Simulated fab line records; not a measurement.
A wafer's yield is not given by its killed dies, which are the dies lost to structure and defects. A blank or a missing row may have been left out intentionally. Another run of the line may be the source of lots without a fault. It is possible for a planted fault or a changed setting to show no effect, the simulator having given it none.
Lot-split experiment | flow sfq line | route with 325 steps; 5 lots, 23 wafers read

THE SPLIT
At SFQ_TRILAYER_M4_BARC_OPEN_METAL_ETCH_123 (etches BARC in O2, target depth 125 nm, time 41.7 s), the setting icp w was moved away from the recipe's 600 W on 9 of the 23 wafers read, by -10.7% to -9.0%. The other wafers ran this setting at the recipe's value.

The split's own step is where the reading is taken.

THE READING
KrF_of_TRILAYER_M4_LITHO_COAT_093.thk nm (the simulator's own value, which no gauge read), in nm, at SFQ_TRILAYER_M4_BARC_OPEN_METAL_ETCH_123 (etches BARC in O2, target depth 125 nm, time 41.7 s). No usual value for it is given in the file. The 14 wafers here that ran the recipe average 523.0 nm, standard deviation 1.1 nm.

wafer  | tool, chamber at the split | icp w as run, W | against the recipe | KrF_of_TRILAYER_M4_LITHO_COAT_093.thk nm, nm | against lot-mates on the recipe
L079.2 | rie metal-02, 1            | 600             | recipe             | 521.8                                        | -
L079.3 | rie metal-02, 1            | 535.9           | -10.7%             | 526.6                                        | +5.0
L079.4 | rie metal-02, 0            | 535.9           | -10.7%             | 527.7                                        | +6.1
L079.5 | rie metal-02, 0            | 600             | recipe             | 521.4                                        | -
L079.6 | rie metal-02, 1            | 535.9           | -10.7%             | 526.4                                        | +4.8
L081.3 | rie metal-02, 0            | 600             | recipe             | 522.7                                        | -
L081.5 | rie metal-02, 0            | 600             | recipe             | 523.2                                        | -
L081.6 | rie metal-02, 1            | 600             | recipe             | 522.1                                        | -
L083.1 | rie metal-02, 1            | 600             | recipe             | 523.5                                        | -
L083.6 | rie metal-02, 1            | 600             | recipe             | 523.5                                        | -
L083.2 | rie metal-02, 0            | 600             | recipe             | 521.9                                        | -
L083.4 | rie metal-02, 0            | 600             | recipe             | 522.6                                        | -
L083.5 | rie metal-02, 0            | 600             | recipe             | 524.9                                        | -
L084.1 | rie metal-04, 0            | 535.8           | -10.7%             | 530.1                                        | +5.7
L084.2 | rie metal-04, 1            | 535.8           | -10.7%             | 527.9                                        | +3.5
L084.3 | rie metal-04, 1            | 600             | recipe             | 523.3                                        | -
L084.4 | rie metal-04, 0            | 600             | recipe             | 525.5                                        | -
L084.6 | rie metal-04, 0            | 535.8           | -10.7%             | 529.2                                        | +4.8
L085.1 | rie metal-01, 0            | 546.3           | -9.0%              | 529.7                                        | +7.0
L085.2 | rie metal-01, 1            | 600             | recipe             | 522.7                                        | -
L085.3 | rie metal-01, 0            | 546.3           | -9.0%              | 527.2                                        | +4.5
L085.4 | rie metal-01, 1            | 600             | recipe             | 522.6                                        | -
L085.5 | rie metal-01, 1            | 546.3           | -9.0%              | 527.1                                        | +4.4

FIT RESULTS
A straight line over all 23 wafers: KrF_of_TRILAYER_M4_LITHO_COAT_093.thk nm changes by -0.49 nm for each +1% of icp w; r = -0.90; the points scatter about the line by 1.3 nm.
The same after taking each lot's own level away (the mean of its wafers on the recipe; 23 wafers): -0.497 nm for each +1%; r = -0.94; scatter 0.97 nm.
According to that fit, moving icp w by its largest amount changes the reading by 5.3 nm.
The span of the lots' own levels, 521.60 to 524.40 nm, comes to 2.5 times the standard deviation stated above.
So the lot-to-lot level changes the slope little: the two slopes agree.
Check: for one of the wafers moved furthest among these (-10.7%), held out of the fit, the line's prediction against its lot-mates is +5.3 nm. It came out at +5.7 nm against them.

THE OTHER SPLITS THESE WAFERS WENT THROUGH
Other splits were also applied to these wafers ahead of the reading. Each is held against what the fit with the lots' levels taken away leaves over:
other split on the same wafers                            | wafers away from the commonest value | r with KrF_of_TRILAYER_M4_LITHO_COAT_093.thk nm (lot level and that fit taken away)
SFQ_TRILAYER_I1_VIA_LITHO_COAT_049 resist thk nm          | 11                                   | +0.21
SFQ_TRILAYER_M2_LITHO_COAT_062 spin rpm                   | 5                                    | +0.47
SFQ_TRILAYER_M2_BARC_OPEN_METAL_ETCH_077 time s           | 9                                    | +0.02
SFQ_TRILAYER_I2_VIA_LITHO_COAT_067 resist thk nm          | 5                                    | +0.04
SFQ_TRILAYER_I2_VIA_ETCH_VIA_ETCH_070 source w            | 5                                    | -0.22
SFQ_TRILAYER_I3_CMP_CMP_082 leave above ref nm            | 11                                   | +0.03
SFQ_TRILAYER_I3_VIA_LITHO_EXPOSE_086 dose mj              | 7                                    | +0.14
SFQ_TRILAYER_I3_VIA_BARC_OPEN_VIA_ETCH_121 pressure mtorr | 18                                   | -0.21
SFQ_TRILAYER_M4_LITHO_COAT_098 spin rpm                   | 10                                   | +0.03

THE FILE'S OWN FIT
KrF_of_TRILAYER_M4_LITHO_COAT_093.thk nm changes by -0.499 nm for each +1% of icp w, r = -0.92.
